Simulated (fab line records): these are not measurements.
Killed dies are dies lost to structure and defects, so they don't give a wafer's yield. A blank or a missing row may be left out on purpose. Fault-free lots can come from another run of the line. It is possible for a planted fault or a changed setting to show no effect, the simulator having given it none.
Comparing a struck lot with a sound one -- flow sky130 -- 18 out of 708 route steps
Sound: the wafers L180.1, L180.3, L180.4. Struck: wafers L189.3, L189.4, L189.5. The cause comes at the end.
At each step with rows: each side's tool, then ch and its chambers, then its first start. Under that, the readings that differ: sound wafers -- struck wafers -- difference of the means -- sigmas: that difference in standard deviations of wafers without a fault.
alike: readings with means less than 2 such deviations apart, plus words and numbers identical on both sides. not compared: withheld readings, readings lacking a value on some wafer, bounds such as >300 that could conceal the same value, and numbers that have no deviation in the record and whose values overlap.
Wherever a step has rows on one side only, a row that says differs or no value, or a row with sigmas, the two part there. When numbers do not overlap yet have no deviation, they are printed without sigmas and do not part them. A reading that every wafer of one side lacks parts them only if that side has two wafers or more.

first, 1 step without rows for these wafers: SKY_POLY_GATE_CVD_03 (deposits Si3N4 from DCS/NH3, target thk 75 nm, time 1290 s).
SKY_POLY_GATE_THK_MEAS_04:
  sound on film metro-02, day 18 04:38; struck on film metro-01, day 21 01:53
  alike: POLY_GATE_CVD_03_THK
then, 8 steps without rows for these wafers: SKY_POLY_GATE_DEHYDRATE_05 (time 60 s); SKY_POLY_GATE_HMDS_06 (prime time 60 s); SKY_POLY_GATE_COAT_07 (resist thk 110 nm); SKY_POLY_GATE_COAT_08 (resist thk 450 nm); SKY_POLY_GATE_SOFTBAKE_09 (time 90 s); SKY_POLY_GATE_EXPOSE_10 (exposes mask P1M, target cd 150 nm); SKY_POLY_GATE_PEB_11; SKY_POLY_GATE_DEVELOP_12 (develop time 60 s).
SKY_POLY_GATE_CD_MEAS_13: the cd target is 150 nm.
  sound on cd sem-02, day 19 11:55; struck on cd sem-02, day 22 08:29
  alike: cd nm
SKY_POLY_GATE_OVL_MEAS_14:
  sound on overlay-01, day 19 12:02; struck on overlay-02, day 22 08:35
  alike: POLY_GATE_OVL
SKY_POLY_GATE_ETCH_15: etches BARC in N2/H2, stops on SiO2, time 118.5 s, target depth 110 nm.
  sound on rie diel-01 ch 1,2,3, day 19 12:04; struck on rie diel-02 ch 0,1,2, day 22 08:37
reading,sound,struck,difference,sigmas
rf fwd power W (W),496.1 497.6 497.2,577.0 578.6 576.6,+80.4,+47
model.KrF-thick_of_POLY_GATE_COAT_08.thk nm (nm),343.9 345.6 345.7,332 332.5 330.6,-13,
model.POLY_GATE.cd nm (nm),149.5 150.9 149.4,147.1 147.7 147.2,-2.6,
model.SiO2_of_SONOS_ONO_CVD_04.thk nm (nm),4.117 4.134 4.146,3.593 3.549 3.588,-0.556,
  alike: drypump motor current A, h2 flow sccm, oes product au, throttle valve pct
  not compared: rf hours counter h
SKY_POLY_GATE_ETCH_16: etches Si3N4 in CH3F/O2, stops on poly-Si, time 147.5 s, target depth 75 nm.
  sound on rie diel-01 ch 1,2,3, day 19 12:08; struck on rie diel-02 ch 0,1,2, day 22 08:41
  alike: drypump motor current A, oes product au, rf fwd power W, throttle valve pct
  not compared: rf hours counter h
SKY_POLY_GATE_ETCH_17: etches poly-Si in HBr/Cl2, stops on SiO2, target depth 180 nm, time 70.5 s.
  sound on rie si-02 ch 1,2,3, day 19 12:14; struck on rie si-01 ch 0,3, day 22 08:47
reading,sound,struck,difference,sigmas
model.KrF-thick_of_POLY_GATE_COAT_08.thk nm (nm),139.5 144.9 144.4,126.2 125.8 122.4,-18.1,
model.POLY_GATE.cd nm (nm),149.2 151.5 149.9,147 147.6 147.1,-3,
  alike: drypump motor current A, oes product au, rf fwd power W, throttle valve pct
  not compared: rf hours counter h
SKY_POLY_GATE_STRIP_18: strips in O2/N2.
  sound on plasma asher-01 ch 0,1, day 19 12:18; struck on plasma asher-03 ch 0,1, day 22 08:53
reading,sound,struck,difference,sigmas
strip time to endpoint s (s),3.155 3.208 3.217,3.013 3.014 2.980,-0.191,-6
  alike: drypump motor current A, oes product au
  not compared: rf hours counter h
then, 1 step without rows for these wafers: SKY_POLY_GATE_CLEAN_19 (cleans in SC1/SC2, time 150 s).
-- record jumps: 28 days separate the struck wafers' starts on either side; left off in module POLY_GATE, taken up again in module PAD_OPEN, whose first shown step is the route's number 708 --
SKY_PAD_OPEN_PROBE_99:
  sound on prober-02, day 48 02:40; struck on prober-01, day 49 22:11
reading,sound,struck,difference,sigmas
model.etest.res high po.width nm (nm),348.6 350.9 350,348.1 347.5 347.2,-2.2,
model.etest.res poly.width nm (nm),93.41 95.61 94.15,91.03 91.61 91.32,-3.07,
model.etest.res xhigh po.width nm (nm),350.7 349.3 350.4,346.2 347.3 345.6,-3.8,
  alike: killed_at_M0_to_M3, killed_at_M4_up, killed at contacts, killed at front end, killed at other, killed dies, killed open, killed short

WHERE THEY PART
Earliest at SKY_POLY_GATE_ETCH_15; latest, in this record, at SKY_POLY_GATE_STRIP_18. Later steps at which nothing parts them and some readings are alike: SKY_PAD_OPEN_PROBE_99.

WHY: what had been put in by the simulator
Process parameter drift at SKY_POLY_GATE_ETCH_15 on rie diel-02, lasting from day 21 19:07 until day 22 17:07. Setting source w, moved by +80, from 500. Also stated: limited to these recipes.
